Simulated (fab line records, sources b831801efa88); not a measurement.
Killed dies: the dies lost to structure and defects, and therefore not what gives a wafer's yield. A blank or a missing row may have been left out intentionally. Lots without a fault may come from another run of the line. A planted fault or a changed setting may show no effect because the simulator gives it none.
fab line records	flow sky130
[record] lots = 6	wafers = 18	last_day = 50
route steps=708 shown VIA2@521 METAL3@532
lots that met no fault: taken from a fault-free run of the same line
start_h: hours from the record's first day to the start of the lot's first wafer shown	wait_h: hours since the lot's step before	" unchanged from the row above	L1.1+2: one row covering several wafers at once	- value missing, or start not given	* or withheld: withheld	< > ~ a bound
route shown NAME@n: a module of which the file shows steps, and the number in the route of the first	usual: average and standard deviation across the fault-free wafers	same: alike in all rows	chamber/n: place in a boat	sites: the reading at each site	_std_site: standard deviation across them	_edge_site: the outer-site mean with the inner-site mean subtracted	radius_mm: how far each site lies from the wafer's centre	mask NAME#n: copy n	behind: the most recent tool/chamber to have shaped the wafer	hold: what put the lot on hold/how long, in hours/how the hold closed	device: which transistor (n, p or np) failed to switch	end of line: tests run on the same wafers once the route is complete	a step given without rows: its recipe and nothing more	killed: at the first sort, the dies lost to defects and structure; wafer yield is something else	map: a wafer's dies, x killed, . not, _ none there
set.NAME: the run value of the setting; set.NAME@STEP: its run value at that earlier step	model.NAME: the simulator's own value behind a step, which no gauge read
lots at some steps of the route; a table a step, a row a wafer
services: when a tool's chamber went out of use (start_h, in hours from the record's first day, below 0 if earlier), for how many hours, and the reason
[[steps]]
[step SKY_VIA2_ETCH_14]
[recipe] chemistry = N2/H2	target = BARC	ion_energy_ev = 200	source_w = 500	bias_w = 100	pressure_mtorr = 30	n2_flow_sccm = 100	h2_flow_sccm = 200	stop_on = SiO2	time_s = 45.9	target_depth_a = 600
[usual] drypump_motor_current_A = 5.9/0.4	oes_product_au = 0.855/0.0046	throttle_valve_pct = 13.224/0.01
[same] time_s = 45.9
lot.wafer	tool	chamber	start_h	wait_h	drypump_motor_current_A	oes_product_au	rf_hours_counter_h	throttle_valve_pct
L981.1	rie_diel-03	1	864.52	0.0	6.2	0.856	15	13.227
L981.4	"	3	"	"	6.2	0.855	22	13.220
L981.5	"	2	"	"	5.5	0.850	-	13.234
L988.1	rie_diel-04	1	909.99	0.0	5.6	0.850	2	13.200
L988.3	"	2	"	"	5.6	0.857	13	13.221
L988.4	"	0	"	"	5.5	0.849	2	13.229
L989.1	rie_diel-04	2	925.99	0.0	5.6	0.854	13	13.228
L989.3	"	1	"	"	5.5	0.863	3	13.220
L989.4	"	0	"	"	5.5	0.853	2	13.218
L992.1	rie_diel-02	2	936.42	0.0	5.8	0.863	14	13.217
L992.3	"	3	"	"	6.1	0.860	15	13.241
L992.4	"	0	"	"	6.2	0.851	22	13.225
L102.2	rie_diel-04	0	998.13	0.0	5.5	0.853	5	13.215
L102.5	"	3	"	"	5.4	0.856	-	13.215
L102.6	"	2	"	"	5.6	0.857	-	13.228
L103.2	rie_diel-02	2	1004.68	0.0	5.8	0.862	16	13.246
L103.5	"	2	"	"	5.9	0.855	-	13.232
L103.6	"	1	"	"	5.4	0.858	-	13.230
[step SKY_VIA2_ETCH_15]
[recipe] target = SiO2	chemistry = C4F8/O2/Ar	target_depth_nm = 546	stop_on = TiN	mask_material = KrF-thick	source_w = 1500	bias_w = 1200	pressure_mtorr = 40	c4f8_flow_sccm = withheld	O2_flow_sccm = 6	Ar_flow_sccm = 300	time_s = 84
[step SKY_VIA2_STRIP_16]
[recipe] chemistry = O2/N2	power_w = 1400	pressure_mtorr = 1500	platen_temp_c = withheld	o2_flow_sccm = 3000	n2_flow_sccm = 300	overash_fraction = 0.5
[step SKY_VIA2_STRIP_17]
[recipe] chemistry = post_etch_residue_remover	time_s = 1200	temp_c = 72.5
[step SKY_VIA2_CLEAN_18]
[recipe] chemistry = IPA	time_s = 180	temp_c = 25
[step SKY_VIA2_CLEAN_19]
[recipe] chemistry = O3/DIW	dry = n2_spin
[step SKY_VIA2_SPUTTER_20]
[recipe] material = TiN	target_thk_nm = 20	chamber_pressure_pa = 5	power_w = 4000	time_s = 80
[usual] chamber_pressure_pa = 5.000/0.0089	throttle_valve_pct = 30.2/1.5
[same] time_s = 80
lot.wafer	tool	chamber	start_h	wait_h	chamber_pressure_pa	throttle_valve_pct
L981.1	pvd_sputter-04	-	865.22	0.0	5.003	29.6
L981.4	"	-	"	"	4.988	29.1
L981.5	"	-	"	"	5.026	30.9
L988.1	pvd_sputter-04	-	910.75	0.0	5.018	29.7
L988.3	"	-	"	"	5.005	27.9
L988.4	"	-	"	"	4.998	29.5
L989.1	pvd_sputter-02	-	926.70	0.0	5.008	32.9
L989.3	"	-	"	"	5.004	29.9
L989.4	"	-	"	"	5.004	32.0
L992.1	pvd_sputter-02	-	937.11	0.0	5.006	30.5
L992.3	"	-	"	"	5.003	32.0
L992.4	"	-	"	"	5.001	29.4
L102.2	pvd_sputter-02	-	998.83	0.0	4.992	31.8
L102.5	"	-	"	"	5.003	32.0
L102.6	"	-	"	"	4.997	29.4
L103.2	pvd_sputter-02	-	1005.38	0.0	5.003	31.9
L103.5	"	-	"	"	4.984	33.0
L103.6	"	-	"	"	5.004	30.6
[step SKY_VIA2_CVD_21]
[recipe] material = W	target_thk_nm = 420	time_s = 126.4	temp_c = 400	pressure_torr = 40
[usual] chamber_pressure_Torr = 40.00/0.083	heater_power_w = 851/40
[same] time_s = 126.4
lot.wafer	tool	chamber	start_h	wait_h	chamber_pressure_Torr	heater_power_w
L981.1	cvd_w-02	1	865.28	0.0	39.94	888
L981.4	"	1	"	"	40.03	887
L981.5	"	0	"	"	39.99	898
L988.1	cvd_w-01	0	910.97	0.2	40.07	885
L988.3	"	0	"	"	39.97	870
L988.4	"	0	"	"	40.08	856
L989.1	cvd_w-01	1	926.76	0.0	39.94	792
L989.3	"	1	"	"	39.95	786
L989.4	"	0	"	"	39.86	853
L992.1	cvd_w-01	1	937.18	0.0	39.95	757
L992.3	"	1	"	"	39.94	794
L992.4	"	0	"	"	39.98	848
L102.2	cvd_w-02	1	998.89	0.0	40.10	834
L102.5	"	0	"	"	39.96	897
L102.6	"	1	"	"	40.06	828
L103.2	cvd_w-02	0	1005.45	0.0	39.95	891
L103.5	"	0	"	"	40.11	886
L103.6	"	1	"	"	40.02	784
[step SKY_VIA2_RS_MEAS_22]
[recipe] thk_meas_gauge = four-point-probe	reads = W_of_VIA2_CVD_21+TiN_of_VIA2_SPUTTER_20
[usual] VIA2_W_RS = 0.274/0.0033
lot.wafer	tool	chamber	start_h	wait_h	VIA2_W_RS[ohm/sq]
L981.1	film_metro-01	-	865.41	0.1	0.278
L981.4	"	-	"	"	0.275
L981.5	"	-	"	"	0.280
L988.1	film_metro-02	-	911.23	0.2	0.275
L988.3	"	-	"	"	0.279
L988.4	"	-	"	"	0.278
L989.1	film_metro-03	-	926.89	0.1	0.273
L989.3	"	-	"	"	0.273
L989.4	"	-	"	"	0.273
L992.1	film_metro-01	-	937.31	0.1	0.271
L992.3	"	-	"	"	0.275
L992.4	"	-	"	"	0.276
L102.2	film_metro-02	-	999.04	0.1	0.274
L102.5	"	-	"	"	0.276
L102.6	"	-	"	"	0.276
L103.2	film_metro-02	-	1005.60	0.1	0.279
L103.5	"	-	"	"	0.279
L103.6	"	-	"	"	0.274
[step SKY_VIA2_THK_MEAS_23]
[recipe] thk_meas_gauge = xrf	reads = W_of_VIA2_CVD_21
[usual] VIA2_W_THK = 432/7.9
lot.wafer	tool	chamber	start_h	wait_h	VIA2_W_THK[nm]
L981.1	film_metro-01	-	865.53	0.1	430
L981.4	"	-	"	"	434
L981.5	"	-	"	"	423
L988.1	film_metro-02	-	911.35	0.1	430
L988.3	"	-	"	"	426
L988.4	"	-	"	"	425
L989.1	film_metro-03	-	927.01	0.1	425
L989.3	"	-	"	"	428
L989.4	"	-	"	"	427
L992.1	film_metro-01	-	937.43	0.1	438
L992.3	"	-	"	"	432
L992.4	"	-	"	"	429
L102.2	film_metro-02	-	999.15	0.1	433
L102.5	"	-	"	"	429
L102.6	"	-	"	"	430
L103.2	film_metro-02	-	1005.71	0.1	424
L103.5	"	-	"	"	425
L103.6	"	-	"	"	434
[step SKY_VIA2_CMP_24]
[recipe] stop_on = SiO2	t_overpolish_s = 20	down_force_psi = 3.5	platen_rpm = 60	target_thk_nm = 0	pad_velocity_m_s = 0.94248
[usual] motor_current_A = 10.9/1.1	overpolish_run_s = 20.001/0.0092	time_to_endpoint_s = 100/5.3
lot.wafer	tool	chamber	start_h	wait_h	motor_current_A	overpolish_run_s	time_to_endpoint_s
L981.4	cmp-02	1	865.64	0.1	10.6	19.982	92
L981.1	"	2	"	"	13.2	20.021	94
L981.5	"	1	"	"	11.2	20.017	94
L988.1	cmp-02	2	911.45	0.1	12.7	20.009	98
L988.3	"	0	"	"	10.7	19.989	110
L988.4	"	1	"	"	11.1	20.013	95
L989.4	cmp-01	3	927.07	0.0	10.3	19.991	95
L989.1	"	0	"	"	10.0	20.013	99
L989.3	"	2	"	"	10.9	20.003	101
L992.1	cmp-02	0	937.49	0.1	10.6	20.003	105
L992.4	"	2	"	"	13.0	19.996	93
L992.3	"	3	"	"	13.0	20.016	102
L102.2	cmp-01	3	999.25	0.1	10.7	20.005	101
L102.5	"	2	"	"	10.0	20.003	102
L102.6	"	3	"	"	10.8	20.000	97
L103.2	cmp-01	0	1005.91	0.2	10.2	20.001	95
L103.6	"	1	"	"	10.5	19.991	100
L103.5	"	2	"	"	10.0	19.999	96
[step SKY_METAL3_SPUTTER_00]
[recipe] material = Ti	target_thk_nm = 15	power_w = 3000	time_s = 10	chamber_pressure_pa = 0.4
[usual] chamber_pressure_pa = 0.3999/0.00084	throttle_valve_pct = 30.0/1.1
[same] time_s = 10
lot.wafer	tool	chamber	start_h	wait_h	chamber_pressure_pa	throttle_valve_pct
L981.1	pvd_sputter-03	-	865.89	0.1	0.4007	30.5
L981.4	"	-	"	"	0.3986	30.1
L981.5	"	-	"	"	0.3994	29.1
L988.1	pvd_sputter-03	-	911.75	0.2	0.4008	28.1
L988.3	"	-	"	"	0.4002	30.4
L988.4	"	-	"	"	0.4001	30.1
L989.1	pvd_sputter-03	-	927.37	0.2	0.3998	27.9
L989.3	"	-	"	"	0.3997	30.4
L989.4	"	-	"	"	0.4003	29.2
L992.1	pvd_sputter-03	-	937.79	0.2	0.4010	30.4
L992.3	"	-	"	"	0.4001	29.2
L992.4	"	-	"	"	0.4006	30.2
L102.2	pvd_sputter-01	-	999.50	0.2	0.4002	30.4
L102.5	"	-	"	"	0.3997	29.6
L102.6	"	-	"	"	0.3994	29.2
L103.2	pvd_sputter-01	-	1006.06	0.1	0.4014	30.3
L103.5	"	-	"	"	0.4002	30.2
L103.6	"	-	"	"	0.3996	29.8
[step SKY_METAL3_SPUTTER_01]
[recipe] material = TiN	target_thk_nm = 20	power_w = 6500	time_s = 16.7	chamber_pressure_pa = 0.4
[usual] chamber_pressure_pa = 0.4001/0.00082	throttle_valve_pct = 30.1/1.2
[same] time_s = 16.7
lot.wafer	tool	chamber	start_h	wait_h	chamber_pressure_pa	throttle_valve_pct	model.TiN_of_METAL3_SPUTTER_01.thk_nm
L981.1	pvd_sputter-03	-	865.92	0.0	0.3993	30.6	20.18
L981.4	"	-	"	"	0.4000	30.7	20.51
L981.5	"	-	"	"	0.4003	29.1	19.78
L988.1	pvd_sputter-03	-	911.78	0.0	0.4002	27.8	19.86
L988.3	"	-	"	"	0.3989	30.2	20.27
L988.4	"	-	"	"	0.4005	30.5	20.43
L989.1	pvd_sputter-03	-	927.39	0.0	0.4892	25.1	18.89
L989.3	"	-	"	"	0.4893	27.2	19.5
L989.4	"	-	"	"	0.4885	26.5	19.24
L992.1	pvd_sputter-03	-	937.81	0.0	0.4864	27.4	19.48
L992.3	"	-	"	"	0.4883	26.5	19.09
L992.4	"	-	"	"	0.4869	27.3	19.52
L102.2	pvd_sputter-01	-	999.52	0.0	0.3991	30.4	20.49
L102.5	"	-	"	"	0.3983	29.5	20.47
L102.6	"	-	"	"	0.3999	29.5	20.41
L103.2	pvd_sputter-01	-	1006.08	0.0	0.3999	30.6	20.11
L103.5	"	-	"	"	0.3997	30.3	19.9
L103.6	"	-	"	"	0.3997	29.9	20.24
[step SKY_METAL3_SPUTTER_02]
[recipe] material = AlCu	target_thk_nm = 735	power_w = 10600	time_s = 39.1	chamber_pressure_pa = 0.4
[[services]]
tool	chamber	start_h	hours	kind
cmp-02	-	860.20	5.3	repair
pvd_sputter-03	-	865.21	0.6	repair
rie_diel-02	-	867.33	0.3	repair
cvd_w-02	1	881.13	3.2	repair
pvd_sputter-01	-	887.20	4.6	repair
pvd_sputter-04	-	890.47	2.5	repair
cvd_w-01	-	893.63	1.3	repair
cvd_w-01	1	894.20	21.8	repair
cvd_w-02	-	904.00	14.0	pm
rie_diel-02	1	908.33	10.8	repair
cmp-02	-	912.21	4.0	pm
cmp-02	-	917.57	1.1	repair
cmp-01	-	929.97	1.1	repair
pvd_sputter-03	-	939.12	3.3	repair
cvd_w-01	1	945.56	2.8	repair
rie_diel-04	-	958.96	0.9	repair
rie_diel-04	3	971.39	16.7	repair
rie_diel-04	1	975.23	2.0	repair
pvd_sputter-01	-	978.97	3.1	repair
rie_diel-04	2	980.70	5.0	repair
pvd_sputter-02	-	981.83	1.2	repair
cmp-01	-	981.85	2.8	repair
rie_diel-04	1	982.26	9.3	repair
pvd_sputter-03	-	1003.83	3.1	repair
[[key]]
[first_sign] step = SKY_METAL3_SPUTTER_01	reading = chamber_pressure_pa	direction = up	sigmas = 99+	usual = 0.4001	struck = 0.4881
[effect] step = SKY_METAL3_SPUTTER_01	reading = throttle_valve_pct	direction = down	sigmas = 2.9	usual = 30.1	struck = 26.7
[model_effect] step = SKY_METAL3_SPUTTER_01	value = TiN_of_METAL3_SPUTTER_01.thk_nm	without = 19.92	struck = 19.29
met_at SKY_METAL3_SPUTTER_01
struck_wafers L989.1,L989.3,L989.4,L992.1,L992.3,L992.4
onset_between 911.78 927.39
[fault] kind = process_parameter_drift	tool = pvd_sputter-03	chamber = -	onset_h = 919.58	steps = SKY_METAL3_SPUTTER_01	channel = chamber_pressure_pa	offset = 0.088182	shape = step	end_h = 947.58	acts_in = these_recipes_only	stated = 0.4
